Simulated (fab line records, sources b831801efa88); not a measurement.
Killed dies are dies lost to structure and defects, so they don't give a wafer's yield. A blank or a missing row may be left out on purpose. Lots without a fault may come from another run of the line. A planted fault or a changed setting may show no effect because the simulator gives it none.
fab line records | flow sky130
record lots=5 wafers=15 last_day=50
route steps=708 shown GATE_OXIDE@192 POLY_GATE@204 RES_PROTECT@206 PAD_OPEN@708
lots that met no fault: from a run of the same line without faults
start_h: hours from the record's first day to the start of the lot's first wafer shown | wait_h: hours since the lot's step before | " the same as in the row above | L1.1+2: a row that stands for several wafers | - no value, or no start given | * or withheld: withheld | < > ~ a bound
route shown NAME@n: a module of which the file shows steps, and the number in the route of the first | usual: mean/standard deviation of fault-free wafers | same: alike in all rows | chamber/n: place in a boat | sites: the reading at each site | _std_site: their standard deviation | _edge_site: outer sites' mean less inner sites' | radius_mm: how far each site lies from the wafer's centre | mask NAME#n: copy n | behind: the tool/chamber that last shaped the wafer | hold: why the lot was held/for how many hours/how that ended | device: the transistor (n, p or np) that didn't switch | end of line: the same wafers' tests at the end of the route | a step without rows: its recipe alone | killed: dies lost to structure and defects at the first sort, not the wafer's yield | map: a wafer's dies, x killed, . not, _ none there
set.NAME: the setting as run; set.NAME@STEP: as run at that earlier step | model.NAME: the simulator's own value behind a step, which no gauge read
lots at some steps of the route; a table a step, a row a wafer
services: from which hour (start_h, from the record's first day; less than 0 if before it) a tool's chamber was out of use, for how many hours, and why
## steps
# step SKY_GATE_OXIDE_COAT_05
# recipe resist=NOVOLAK spin_rpm=3000 resist_thk_nm=1140
# step SKY_GATE_OXIDE_SOFTBAKE_06
# recipe temp_c=90 time_s=60 resist=NOVOLAK
# step SKY_GATE_OXIDE_EXPOSE_07
# recipe mask_id=LVOM na=0.6 source_shape=conventional sigma_outer=0.6 polarization=unpolarized target_cd_nm=600 dose_mj=170
# step SKY_GATE_OXIDE_PEB_08
# recipe temp_c=withheld time_s=* resist=NOVOLAK
# step SKY_GATE_OXIDE_DEVELOP_09
# recipe resist=NOVOLAK developer=TMAH develop_time_s=60 dev_temp_c=23
# step SKY_GATE_OXIDE_OVL_MEAS_10
# usual GATE_OXIDE_OVL=0.2/1.3
# columns lot.wafer tool chamber start_h wait_h GATE_OXIDE_OVL[nm]
L299.1 overlay-02 - 317.52 0.1 2.5
L299.2 " - " " 0.8
L299.4 " - " " 1.5
L306.1 overlay-01 - 407.42 0.1 0.2
L306.3 " - " " 0.3
L306.5 " - " " 1.0
L312.2 overlay-02 - 438.93 0.1 1.3
L312.3 " - " " 0.9
L312.4 " - " " 1.5
L319.1 overlay-01 - 493.42 0.1 0.6
L319.3 " - " " 1.4
L319.5 " - " " -1.6
L320.2 overlay-02 - 497.23 0.1 0.1
L320.3 " - " " 1.0
L320.5 " - " " 0.3
# step SKY_GATE_OXIDE_IMPLANT_11
# recipe species=B energy_kev=10 dose_cm2=2.6e+12 tilt_deg=withheld
# step SKY_GATE_OXIDE_WET_ETCH_12
# recipe chemistry=dHF target_depth_nm=16.8 dry=n2_spin target=SiO2 dilution=100:1 temp_c=25 time_s=336
# step SKY_GATE_OXIDE_STRIP_13
# recipe chemistry=O2/N2 power_w=1400 pressure_mtorr=1500 platen_temp_c=withheld o2_flow_sccm=3000 n2_flow_sccm=300 overash_fraction=0.5
# usual drypump_motor_current_A=5.7/0.35 oes_product_au=0.715/0.0047 strip_time_to_endpoint_s=14.18/0.048
# columns lot.wafer tool chamber start_h wait_h drypump_motor_current_A oes_product_au rf_hours_counter_h strip_time_to_endpoint_s
L299.1 plasma_asher-04 0 317.81 0.0 6.1 0.715 63 14.19
L299.2 " 1 " " 5.4 0.716 63 14.20
L299.4 " 0 " " 6.2 0.721 - 14.18
L306.1 plasma_asher-04 1 407.71 0.0 5.4 0.720 71 14.15
L306.3 " 1 " " 5.4 0.724 - 14.15
L306.5 " 0 " " 6.1 0.714 - 14.24
L312.2 plasma_asher-02 1 439.31 0.0 6.1 0.727 1 14.18
L312.3 " 1 " " 6.0 0.710 - 14.17
L312.4 " 0 " " 5.1 0.716 - 14.23
L319.1 plasma_asher-02 1 493.71 0.0 6.0 0.717 6 14.16
L319.3 " 1 " " 6.0 0.710 - 14.16
L319.5 " 1 " " 6.0 0.715 - 14.17
L320.2 plasma_asher-04 1 497.51 0.0 5.4 0.717 80 14.18
L320.3 " 0 " " 6.1 0.712 - 14.15
L320.5 " 1 " " 5.4 0.715 - 14.18
# step SKY_GATE_OXIDE_TW_MEAS_14
# usual GATE_OXIDE_TW=223.6/2.2
# columns lot.wafer tool chamber start_h wait_h GATE_OXIDE_TW
L299.1 film_metro-02 - 317.91 0.1 219.5
L299.2 " - " " 218.9
L299.4 " - " " 221.2
L306.1 film_metro-02 - 407.81 0.1 222.0
L306.3 " - " " 221.7
L306.5 " - " " 221.6
L312.2 film_metro-04 - 439.42 0.1 225.6
L312.3 " - " " 226.0
L312.4 " - " " 225.1
L319.1 film_metro-02 - 493.81 0.1 222.4
L319.3 " - " " 221.7
L319.5 " - " " 221.3
L320.2 film_metro-03 - 497.62 0.1 222.3
L320.3 " - " " 224.2
L320.5 " - " " 221.5
# step SKY_GATE_OXIDE_CLEAN_15
# recipe chemistry=SC1/SC2 mix=1:4:20 temp_c=70 time_s=150 dry=n2_spin
# step SKY_GATE_OXIDE_OXIDATION_16
# recipe temp_c=800 ambient=O2 idle_temp_c=700 ramp_up_c_per_min=10 ramp_down_c_per_min=3 stabilise_s=600 purge_s=300 target_thk_a=35.7 ox_time_s=1915
# step SKY_POLY_GATE_CVD_00
# recipe material=poly-Si target_thk_nm=180 temp_c=620 time_s=720 pressure_mtorr=200
# columns lot.wafer tool chamber start_h wait_h model.poly-Si_of_POLY_GATE_CVD_00.thk_nm
L299.1 lpcvd-01 0 320.53 0.0 178.9
L299.2 " 0 " " 177.7
L299.4 " 0 " " 177.2
L306.1 lpcvd-01 0 412.37 0.0 140.7
L306.3 " 0 " " 140.2
L306.5 " 0 " " 140.8
L312.2 lpcvd-01 1 441.95 0.0 180.7
L312.3 " 1 " " 180.5
L312.4 " 1 " " 180.2
L319.1 lpcvd-01 0 496.21 0.8 180.6
L319.3 " 0 " " 178.6
L319.5 " 0 " " 179.4
L320.2 lpcvd-01 1 499.25 0.0 180.1
L320.3 " 1 " " 180.2
L320.5 " 1 " " 178.6
# step SKY_POLY_GATE_THK_MEAS_01
# recipe reads=poly-Si_of_POLY_GATE_CVD_00
# usual POLY_GATE_CVD_00_THK=178.8/1.5
# columns lot.wafer tool chamber start_h wait_h POLY_GATE_CVD_00_THK[nm]
L299.1 film_metro-01 - 322.35 0.0 179.0
L299.2 " - " " 177.7
L299.4 " - " " 177.1
L306.1 film_metro-03 - 413.57 0.0 140.8
L306.3 " - " " 140.2
L306.5 " - " " 140.8
L312.2 film_metro-01 - 443.16 0.0 180.7
L312.3 " - " " 180.6
L312.4 " - " " 180.3
L319.1 film_metro-02 - 497.41 0.0 180.6
L319.3 " - " " 178.6
L319.5 " - " " 179.4
L320.2 film_metro-03 - 500.52 0.1 180.2
L320.3 " - " " 180.2
L320.5 " - " " 178.6
# step SKY_RES_PROTECT_DEHYDRATE_00
# recipe temp_c=200 time_s=60
# step SKY_RES_PROTECT_HMDS_01
# recipe prime_time_s=60 prime_temp_c=120
# step SKY_RES_PROTECT_COAT_02
# recipe resist=NOVOLAK spin_rpm=3000 resist_thk_nm=1140
# step SKY_RES_PROTECT_SOFTBAKE_03
# recipe temp_c=90 time_s=60 resist=NOVOLAK
# step SKY_RES_PROTECT_EXPOSE_04
# recipe mask_id=RPM na=0.6 source_shape=conventional sigma_outer=0.6 polarization=unpolarized target_cd_nm=1270 dose_mj=131
# step SKY_RES_PROTECT_PEB_05
# recipe temp_c=withheld time_s=* resist=NOVOLAK
# step SKY_RES_PROTECT_DEVELOP_06
# recipe resist=NOVOLAK developer=TMAH develop_time_s=60 dev_temp_c=23
# step SKY_POLY_GATE_IMPLANT_02
# recipe species=P energy_kev=30 dose_cm2=7.7e+15 tilt_deg=0
# step SKY_RES_PROTECT_STRIP_07
# recipe chemistry=O2/N2 power_w=1400 pressure_mtorr=1500 platen_temp_c=withheld o2_flow_sccm=3000 n2_flow_sccm=300 overash_fraction=0.5
# usual drypump_motor_current_A=5.9/0.56 oes_product_au=0.517/0.0047 strip_time_to_endpoint_s=23.29/0.044
# columns lot.wafer tool chamber start_h wait_h drypump_motor_current_A oes_product_au rf_hours_counter_h strip_time_to_endpoint_s
L299.1 plasma_asher-03 1 348.86 0.1 6.7 0.521 21 23.35
L299.2 " 0 " " 6.7 0.522 21 23.34
L299.4 " 1 " " 6.7 0.514 - 23.37
L306.1 plasma_asher-04 1 443.38 0.1 5.4 0.511 75 23.26
L306.3 " 0 " " 6.2 0.514 - 23.28
L306.5 " 0 " " 6.1 0.520 - 23.27
L312.2 plasma_asher-02 0 473.72 0.1 5.2 0.513 4 23.22
L312.3 " 1 " " 6.0 0.518 - 23.24
L312.4 " 0 " " 5.2 0.515 - 23.22
L319.1 plasma_asher-02 1 528.01 0.1 6.0 0.511 10 23.25
L319.3 " 0 " " 5.2 0.519 - 23.25
L319.5 " 0 " " 5.2 0.515 - 23.24
L320.2 plasma_asher-03 0 531.47 0.1 6.8 0.520 40 23.24
L320.3 " 0 " " 6.7 0.519 - 23.21
L320.5 " 1 " " 6.7 0.524 - 23.24
# step SKY_RES_PROTECT_TW_MEAS_08
# usual POLY_GATE_TW=4020/33
# columns lot.wafer tool chamber start_h wait_h POLY_GATE_TW
L299.1 film_metro-04 - 348.96 0.1 4056
L299.2 " - " " 4075
L299.4 " - " " 4056
L306.1 film_metro-03 - 443.48 0.1 3990
L306.3 " - " " 4035
L306.5 " - " " 4020
L312.2 film_metro-01 - 473.83 0.1 3972
L312.3 " - " " 4002
L312.4 " - " " 3999
L319.1 film_metro-01 - 528.11 0.1 3983
L319.3 " - " " 3974
L319.5 " - " " 3978
L320.2 film_metro-03 - 531.58 0.1 4023
L320.3 " - " " 4022
L320.5 " - " " 4043
# step SKY_RES_PROTECT_CLEAN_09
# recipe chemistry=SC1/SC2 mix=1:4:20 temp_c=70 time_s=150 dry=n2_spin
# columns lot.wafer tool chamber start_h wait_h model.poly-Si_of_POLY_GATE_CVD_00.thk_nm
L299.1 wet_bench-02 3 349.02 0.1 178.3
L299.2 " 3 " " 177.1
L299.4 " 3 " " 176.5
L306.1 wet_bench-04 1 443.54 0.1 140.1
L306.3 " 1 " " 139.6
L306.5 " 1 " " 140.2
L312.2 wet_bench-04 3 473.88 0.0 180
L312.3 " 3 " " 179.9
L312.4 " 3 " " 179.6
L319.1 wet_bench-04 3 528.17 0.1 179.9
L319.3 " 3 " " 178
L319.5 " 3 " " 178.7
L320.2 wet_bench-04 1 531.63 0.0 179.4
L320.3 " 1 " " 179.6
L320.5 " 1 " " 178
# step SKY_POLY_GATE_CVD_03
# recipe material=Si3N4 precursor=DCS/NH3 target_thk_nm=75 temp_c=770 time_s=1290 pressure_mtorr=250
# step SKY_POLY_GATE_THK_MEAS_04
# recipe reads=Si3N4_of_POLY_GATE_CVD_03
# usual POLY_GATE_CVD_03_THK=75.4/0.74
# columns lot.wafer tool chamber start_h wait_h POLY_GATE_CVD_03_THK[nm]
L299.1 film_metro-03 - 351.67 0.0 75.1
L299.2 " - " " 75.1
L299.4 " - " " 74.4
L306.1 film_metro-03 - 444.95 0.0 75.4
L306.3 " - " " 75.4
L306.5 " - " " 74.5
L312.2 film_metro-01 - 475.98 0.0 76.4
L312.3 " - " " 76.5
L312.4 " - " " 77.1
L319.1 film_metro-02 - 529.64 0.0 74.4
L319.3 " - " " 75.7
L319.5 " - " " 74.3
L320.2 film_metro-02 - 533.05 0.0 75.0
L320.3 " - " " 75.4
L320.5 " - " " 75.6
# step SKY_POLY_GATE_DEHYDRATE_05
# recipe temp_c=200 time_s=60
# step SKY_POLY_GATE_HMDS_06
# recipe prime_time_s=60 prime_temp_c=120
# step SKY_POLY_GATE_COAT_07
# recipe resist=BARC temp_c=withheld time_s=withheld spin_rpm=3000 resist_thk_nm=110
# step SKY_POLY_GATE_COAT_08
# recipe resist=KrF-thick spin_rpm=3000 resist_thk_nm=450
# step SKY_POLY_GATE_SOFTBAKE_09
# recipe temp_c=100 time_s=90 resist=KrF-thick
# step SKY_POLY_GATE_EXPOSE_10
# recipe mask_id=P1M na=0.68 source_shape=conventional sigma_outer=0.6 target_cd_nm=150 dose_mj=28
# step SKY_POLY_GATE_PEB_11
# recipe peb_temp_c=withheld peb_time_s=withheld resist=KrF-thick
# step SKY_POLY_GATE_DEVELOP_12
# recipe develop_time_s=60 resist=KrF-thick dev_temp_c=21
# step SKY_POLY_GATE_CD_MEAS_13
# recipe target_cd_nm=150
# usual cd_nm=150.3/1.1
# columns lot.wafer tool chamber start_h wait_h cd_nm
L299.1 cd_sem-02 - 380.33 - 151.0
L299.2 " - " " 149.6
L299.4 " - " " 151.6
L306.1 cd_sem-01 - 475.63 - 150.8
L306.3 " - " " 150.6
L306.5 " - " " 150.6
L312.2 cd_sem-02 - 507.03 - 151.1
L312.3 " - " " 150.2
L312.4 " - " " 150.1
L319.1 cd_sem-02 - 558.90 - 150.1
L319.3 " - " " 150.4
L319.5 " - " " 151.4
L320.2 cd_sem-01 - 562.87 - 152.0
L320.3 " - " " 151.6
L320.5 " - " " 150.9
# step SKY_POLY_GATE_OVL_MEAS_14
# usual POLY_GATE_OVL=2/5.7
# columns lot.wafer tool chamber start_h wait_h POLY_GATE_OVL[nm]
L299.1 overlay-01 - 380.45 0.1 8
L299.2 " - " " 8
L299.4 " - " " 1
L306.1 overlay-01 - 475.75 0.1 9
L306.3 " - " " 4
L306.5 " - " " 6
L312.2 overlay-02 - 507.14 0.1 -10
L312.3 " - " " -6
L312.4 " - " " -8
L319.1 overlay-01 - 559.02 0.1 6
L319.3 " - " " 6
L319.5 " - " " 7
L320.2 overlay-01 - 562.97 0.1 3
L320.3 " - " " 6
L320.5 " - " " 4
# step SKY_POLY_GATE_ETCH_15
# recipe chemistry=N2/H2 target=BARC ion_energy_ev=200 source_w=500 bias_w=100 pressure_mtorr=30 n2_flow_sccm=100 h2_flow_sccm=200 stop_on=SiO2 time_s=118.5 target_depth_a=1100
# usual bias_w=100.0/0.33 drypump_motor_current_A=5.8/0.56 oes_product_au=0.716/0.0052 throttle_valve_pct=13.214/0.0086
# columns lot.wafer tool chamber start_h wait_h bias_w drypump_motor_current_A oes_product_au rf_hours_counter_h throttle_valve_pct
L299.1 rie_diel-03 1 380.49 0.0 100.5 6.7 0.717 101 13.219
L299.2 " 0 " " 99.9 6.8 0.713 66 13.206
L299.4 " 3 " " 100.6 5.7 0.720 - 13.209
L306.1 rie_diel-03 0 475.79 0.0 100.0 6.8 0.716 67 13.216
L306.3 " 1 " " 100.1 6.7 0.714 0 13.203
L306.5 " 1 " " 100.6 6.7 0.718 - 13.221
L312.2 rie_diel-03 2 507.17 0.0 99.3 5.2 0.712 10 13.216
L312.3 " 0 " " 99.8 6.8 0.722 68 13.200
L312.4 " 1 " " 100.4 6.7 0.719 1 13.213
L319.1 rie_diel-01 0 559.05 0.0 100.5 5.8 0.716 17 13.216
L319.3 " 3 " " 100.0 6.0 0.717 10 13.204
L319.5 " 0 " " 100.3 5.8 0.710 - 13.206
L320.2 rie_diel-04 2 563.00 0.0 100.4 5.2 0.722 8 13.230
L320.3 " 0 " " 99.8 5.5 0.714 51 13.220
L320.5 " 0 " " 100.3 5.5 0.716 - 13.211
# step SKY_POLY_GATE_ETCH_16
# recipe stop_on=poly-Si chemistry=CH3F/O2 target=Si3N4 source_w=400 bias_w=80 pressure_mtorr=25 ch3f_flow_sccm=40 O2_flow_sccm=30 time_s=147.5 target_depth_a=750
# usual bias_w=80.01/0.26 drypump_motor_current_A=5.8/0.56 oes_product_au=0.642/0.0049 throttle_valve_pct=10.534/0.0086
# columns lot.wafer tool chamber start_h wait_h bias_w drypump_motor_current_A oes_product_au rf_hours_counter_h throttle_valve_pct
L299.1 rie_diel-03 1 380.57 0.0 79.90 6.7 0.642 101 10.531
L299.2 " 0 " " 80.02 6.8 0.639 66 10.535
L299.4 " 3 " " 79.97 5.7 0.638 - 10.526
L306.1 rie_diel-03 0 475.87 0.0 80.05 6.8 0.646 67 10.550
L306.3 " 1 " " 80.26 6.7 0.644 0 10.522
L306.5 " 1 " " 80.32 6.7 0.639 - 10.529
L312.2 rie_diel-03 2 507.25 0.0 79.92 5.2 0.645 10 10.513
L312.3 " 0 " " 79.70 6.8 0.649 68 10.537
L312.4 " 1 " " 79.63 6.7 0.654 1 10.529
L319.1 rie_diel-01 0 559.14 0.0 79.79 5.8 0.643 17 10.524
L319.3 " 3 " " 80.07 6.0 0.643 10 10.540
L319.5 " 0 " " 79.66 5.8 0.639 - 10.526
L320.2 rie_diel-04 2 563.09 0.0 80.21 5.3 0.639 8 10.523
L320.3 " 0 " " 79.59 5.6 0.645 51 10.542
L320.5 " 0 " " 79.80 5.6 0.640 - 10.537
# step SKY_POLY_GATE_ETCH_17
# recipe target_depth_nm=180 stop_on=SiO2 over_etch_frac=0.56667 chemistry=HBr/Cl2 target=poly-Si icp_w=400 bias_w=100 pressure_mtorr=10 HBr_flow_sccm=150 Cl2_flow_sccm=50 time_s=70.5
# usual bias_w=100.02/0.29 drypump_motor_current_A=5.73/0.24 oes_product_au=0.982/0.0071 throttle_valve_pct=33.684/0.0086
# columns lot.wafer tool chamber start_h wait_h bias_w drypump_motor_current_A oes_product_au rf_hours_counter_h throttle_valve_pct model.etch.depth_nm model.POLY_GATE.feature_depth_nm
L299.1 rie_si-01 2 380.67 0.0 99.65 5.57 0.988 4 33.681 178.3 178.3
L299.2 " 3 " " 100.42 5.62 0.972 65 33.687 177.1 177.1
L299.4 " 1 " " 99.95 5.81 0.970 2 33.692 176.5 176.5
L306.1 rie_si-01 3 475.97 0.0 99.98 5.60 0.838 0 33.685 140.1 140.1
L306.3 " 0 " " 100.24 5.85 0.839 3 33.677 139.6 139.6
L306.5 " 0 " " 100.38 5.85 0.836 - 33.673 140.2 140.2
L312.2 rie_si-01 3 507.35 0.0 99.97 5.60 0.982 0 33.676 177.2 177.2
L312.3 " 1 " " 100.42 5.81 0.984 2 33.693 177.8 177.8
L312.4 " 0 " " 100.47 5.85 0.994 3 33.679 179.4 179.4
L319.1 rie_si-02 3 559.24 0.0 99.86 6.12 0.992 4 33.666 179.9 179.9
L319.3 " 0 " " 100.12 5.70 0.978 1 33.685 178 178
L319.5 " 2 " " 99.99 5.86 0.982 - 33.687 178.7 178.7
L320.2 rie_si-01 3 563.19 0.0 100.04 5.59 0.996 0 33.689 178.2 178.2
L320.3 " 0 " " 99.76 5.87 0.980 3 33.679 178.3 178.3
L320.5 " 0 " " 99.93 5.86 0.979 - 33.691 178 178
# step SKY_POLY_GATE_STRIP_18
# recipe chemistry=O2/N2 power_w=1400 pressure_mtorr=1500 platen_temp_c=withheld o2_flow_sccm=3000 n2_flow_sccm=300 overash_fraction=0.5
# usual drypump_motor_current_A=6.1/0.56 oes_product_au=0.361/0.0047 strip_time_to_endpoint_s=3.17/0.037
# columns lot.wafer tool chamber start_h wait_h drypump_motor_current_A oes_product_au rf_hours_counter_h strip_time_to_endpoint_s
L299.1 plasma_asher-03 0 380.73 0.0 6.7 0.358 24 3.21
L299.2 " 1 " " 6.7 0.363 24 3.17
L299.4 " 0 " " 6.7 0.360 - 3.18
L306.1 plasma_asher-02 1 476.03 0.0 6.0 0.356 5 3.15
L306.3 " 1 " " 6.0 0.358 - 3.17
L306.5 " 1 " " 6.0 0.362 - 3.16
L312.2 plasma_asher-01 1 507.40 0.0 5.7 0.352 68 3.21
L312.3 " 0 " " 6.0 0.355 - 3.18
L312.4 " 1 " " 5.7 0.356 - 3.18
L319.1 plasma_asher-02 0 559.29 0.0 5.2 0.365 12 3.16
L319.3 " 0 " " 5.2 0.364 - 3.18
L319.5 " 1 " " 6.0 0.358 - 3.15
L320.2 plasma_asher-01 0 563.24 0.0 6.0 0.363 73 3.23
L320.3 " 0 " " 5.9 0.357 - 3.18
L320.5 " 0 " " 5.9 0.367 - 3.17
# step SKY_PAD_OPEN_PROBE_99
# usual killed_at_M0_to_M3=44/7.2 killed_at_M4_up=3.1/1.8 killed_at_contacts=24/4.5 killed_at_front_end=16/4.4 killed_at_other=0.2/0.42 killed_dies=87/8.9 killed_open=48/6.4 killed_short=39/6.2
# same gross_dies=492 killed_at_back_side=0
# columns lot.wafer tool chamber start_h wait_h killed_at_M0_to_M3 killed_at_M4_up killed_at_contacts killed_at_front_end killed_at_other killed_dies killed_open killed_short model.etest.res_xhigh_po.line_ohm_um model.etest.res_xhigh_po.rs_ohm_sq model.etest.res_high_po.line_ohm_um model.etest.res_poly.line_ohm_um model.etest.res_high_po.rs_ohm_sq model.etest.licon_high_po.rc_ohm model.etest.res_poly.rs_ohm_sq model.etest.cap_li_to_poly.c_af_um2
L299.1 prober-01 - 1072.98 0.1 35 5 21 16 0 77 37 40 6082 2116 759.3 510.1 268.6 353.1 49.42 97.01
L299.2 prober-01 - 1073.03 0.1 57 5 28 16 0 106 58 48 5697 2021 737.9 507.6 263.7 346.1 48.71 99.46
L299.4 prober-01 - 1073.13 0.2 45 1 20 12 0 78 43 35 6003 2090 760.7 528.3 270.2 363.7 49.48 100.9
L306.1 prober-02 - 1137.74 0.1 53 2 29 15 0 99 56 43 5413 1921 879.7 614.5 310 316.9 58.9 89.99
L306.3 prober-02 - 1137.84 0.2 53 4 30 12 1 100 50 50 5580 1944 885.8 645.4 315.4 317.9 59.84 87.33
L306.5 prober-02 - 1137.94 0.2 45 2 24 15 0 86 45 41 5531 1897 882 638.1 306.6 329.4 59.2 90.36
L312.2 prober-02 - 1156.62 0.1 43 0 21 17 0 81 40 41 5637 1994 737.6 499.7 257.7 337.8 47.18 97.94
L312.3 prober-02 - 1156.67 0.2 42 1 20 13 1 77 41 36 5619 1996 722.1 489.9 258.6 343.4 47.88 97.51
L312.4 prober-02 - 1156.72 0.2 54 3 33 14 0 104 54 50 5652 1994 731.8 493.8 257.3 334.5 47.47 98.96
L319.1 prober-01 - 1187.67 0.1 40 1 16 19 1 77 40 37 5798 1991 751.8 532.5 262.2 346.8 48.17 102.6
L319.3 prober-01 - 1187.77 0.2 43 4 22 16 0 85 44 41 5549 1940 754.9 517 260.4 325.9 47.81 98.07
L319.5 prober-01 - 1187.87 0.2 37 0 29 21 1 88 49 39 5680 1992 741.1 518.1 261.1 335.6 48.24 96.71
L320.2 prober-02 - 1188.69 0.1 38 3 29 12 0 82 47 35 5855 2068 750.8 506.8 263.7 343.3 48.48 98.19
L320.3 prober-02 - 1188.74 0.2 41 5 26 16 0 88 49 39 5954 2095 747.7 495.4 262.3 366.2 48.73 98.52
L320.5 prober-02 - 1188.84 0.2 45 5 27 13 1 91 48 43 5717 2012 755 499.9 261.2 348.4 48.15 101
# killed by level:class
L299.1 VIA1:geometric_particle:open=7 LI_CONTACT:geometric_particle:open=6 VIA1:geometric_particle:short=5 CONTACT:geometric_particle:open=5 METAL2:geometric_particle:short=5 FIELD_ISO:geometric_particle:open=4 POLY_GATE:geometric_particle:short=4 LI_CONTACT:geometric_particle:short=4
L299.2 VIA1:geometric_particle:open=15 VIA1:geometric_particle:short=11 CONTACT:geometric_particle:open=10 LI_CONTACT:geometric_particle:open=7 POLY_GATE:geometric_particle:short=6 LI_CONTACT:geometric_particle:short=5 VIA3:geometric_particle:open=5 POLY_GATE:geometric_particle:open=4
L299.4 VIA1:geometric_particle:open=10 CONTACT:geometric_particle:open=9 METAL2:geometric_particle:short=7 METAL3:geometric_particle:short=5 LI_CONTACT:geometric_particle:open=4 METAL1:geometric_particle:short=4 VIA2:geometric_particle:open=4 POLY_GATE:geometric_particle:open=3
L306.1 VIA1:geometric_particle:open=15 CONTACT:geometric_particle:open=10 METAL1:geometric_particle:short=8 LI_CONTACT:geometric_particle:open=7 VIA1:geometric_particle:short=7 FIELD_ISO:geometric_particle:open=6 FIELD_ISO:geometric_particle:short=5 METAL2:geometric_particle:short=5
L306.3 VIA1:geometric_particle:open=11 VIA2:geometric_particle:open=10 CONTACT:geometric_particle:open=10 LOCAL_INTERCONNECT:geometric_particle:short=7 VIA1:geometric_particle:short=7 VIA2:geometric_particle:short=7 METAL1:geometric_particle:short=6 LI_CONTACT:geometric_particle:open=5
L306.5 METAL2:geometric_particle:short=9 VIA1:geometric_particle:open=8 POLY_GATE:geometric_particle:open=7 CONTACT:geometric_particle:short=7 LI_CONTACT:geometric_particle:open=6 CONTACT:geometric_particle:open=6 METAL1:geometric_particle:short=6 VIA3:geometric_particle:open=6
L312.2 VIA1:geometric_particle:open=11 METAL2:geometric_particle:short=8 CONTACT:geometric_particle:open=7 CONTACT:geometric_particle:short=6 METAL1:geometric_particle:short=6 FIELD_ISO:geometric_particle:short=5 VIA3:geometric_particle:open=5 POLY_GATE:geometric_particle:short=4
L312.3 VIA1:geometric_particle:open=11 FIELD_ISO:geometric_particle:open=6 LI_CONTACT:geometric_particle:open=6 VIA2:geometric_particle:open=6 VIA1:geometric_particle:short=5 CONTACT:geometric_particle:short=4 METAL2:geometric_particle:short=4 CONTACT:geometric_particle:open=4
L312.4 CONTACT:geometric_particle:open=11 VIA1:geometric_particle:open=10 VIA3:geometric_particle:open=10 VIA1:geometric_particle:short=9 LI_CONTACT:geometric_particle:short=8 METAL2:geometric_particle:short=8 POLY_GATE:geometric_particle:open=5 LI_CONTACT:geometric_particle:open=5
L319.1 VIA1:geometric_particle:open=9 LI_CONTACT:geometric_particle:open=8 METAL1:geometric_particle:short=7 METAL2:geometric_particle:short=5 VIA1:geometric_particle:short=5 POLY_GATE:geometric_particle:open=4 POLY_GATE:geometric_particle:short=4 CONTACT:geometric_particle:open=4
L319.3 VIA1:geometric_particle:open=10 CONTACT:geometric_particle:open=8 VIA1:geometric_particle:short=8 LI_CONTACT:geometric_particle:open=5 FIELD_ISO:geometric_particle:open=4 SPACER:geometric_particle:short=4 CONTACT:geometric_particle:short=4 METAL1:geometric_particle:short=4
L319.5 CONTACT:geometric_particle:open=9 VIA1:geometric_particle:open=9 LI_CONTACT:geometric_particle:open=7 VIA2:geometric_particle:open=7 CONTACT:geometric_particle:short=7 FIELD_ISO:geometric_particle:short=6 METAL2:geometric_particle:short=5 FIELD_ISO:geometric_particle:open=4
L320.2 VIA1:geometric_particle:open=13 LI_CONTACT:geometric_particle:open=6 CONTACT:geometric_particle:short=6 CONTACT:geometric_particle:open=6 VIA3:geometric_particle:open=6 LI_CONTACT:geometric_particle:short=5 FIELD_ISO:geometric_particle:open=4 LOCAL_INTERCONNECT:geometric_particle:short=4
L320.3 VIA1:geometric_particle:open=10 LI_CONTACT:geometric_particle:open=8 CONTACT:geometric_particle:open=8 VIA2:geometric_particle:open=7 METAL1:geometric_particle:short=6 VIA1:geometric_particle:short=6 METAL2:geometric_particle:short=5 FIELD_ISO:geometric_particle:short=4
L320.5 CONTACT:geometric_particle:open=11 LI_CONTACT:geometric_particle:open=9 FIELD_ISO:geometric_particle:open=6 VIA3:geometric_particle:open=6 METAL1:geometric_particle:short=6 VIA1:geometric_particle:open=6 METAL2:geometric_particle:short=6 VIA3:geometric_particle:short=5
## services
# columns tool chamber start_h hours kind
plasma_asher-01 - 316.71 1.6 repair
rie_diel-04 - 319.07 0.5 repair
rie_diel-04 - 321.20 4.3 pm
rie_diel-04 0 337.68 4.8 repair
rie_diel-01 - 340.46 2.8 pm
rie_diel-01 - 345.08 0.2 repair
rie_diel-04 - 349.55 3.7 repair
rie_diel-01 0 359.66 3.2 repair
rie_diel-04 3 364.12 4.5 repair
rie_diel-03 2 368.86 4.3 repair
rie_diel-03 2 375.11 5.9 repair
plasma_asher-02 - 398.63 1.1 repair
plasma_asher-01 - 417.94 3.0 repair
rie_diel-04 3 418.47 9.9 repair
plasma_asher-02 - 421.25 9.0 pm
rie_diel-03 3 422.42 2.0 repair
plasma_asher-04 - 431.31 3.4 repair
rie_diel-03 - 441.10 1.9 repair
lpcvd-01 - 454.63 6.0 pm
rie_diel-03 0 459.18 8.1 repair
rie_diel-03 3 495.65 10.3 repair
lpcvd-01 - 509.43 1.3 repair
rie_si-01 2 557.81 7.7 repair
rie_si-01 3 559.74 1.9 repair
## key
first_sign step=SKY_POLY_GATE_THK_MEAS_01 reading=POLY_GATE_CVD_00_THK direction=down sigmas=26 usual=178.8 struck=140.6
effect step=SKY_POLY_GATE_ETCH_17 reading=oes_product_au direction=down sigmas=20 usual=0.982 struck=0.837
model_effect step=SKY_POLY_GATE_CVD_00 value=poly-Si_of_POLY_GATE_CVD_00.thk_nm without=177.2 struck=140.6
model_effect step=SKY_RES_PROTECT_CLEAN_09 value=poly-Si_of_POLY_GATE_CVD_00.thk_nm without=176.5 struck=140
model_effect step=SKY_POLY_GATE_ETCH_17 value=etch.depth_nm without=176.5 struck=140
model_effect step=SKY_PAD_OPEN_PROBE_99 value=etest.res_xhigh_po.line_ohm_um without=5907 struck=5508
met_at SKY_POLY_GATE_CVD_00
struck_wafers L306.1,L306.3,L306.5
tester_left_out L306
onset_between 320.53 412.37
fault kind=process_parameter_drift tool=lpcvd-01 chamber=0 onset_h=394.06 steps=SKY_POLY_GATE_CVD_00 channel=target_thk_nm offset=-36.585 shape=step end_h=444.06 stated=180
# tester_left_out: of these lots the tester's yield and bins aren't shown, on N5 and GAA mostly nor the transistor test; their killed dies are dies lost to structure and defects alone, not to doping, threshold or leakage, so they don't give the yield
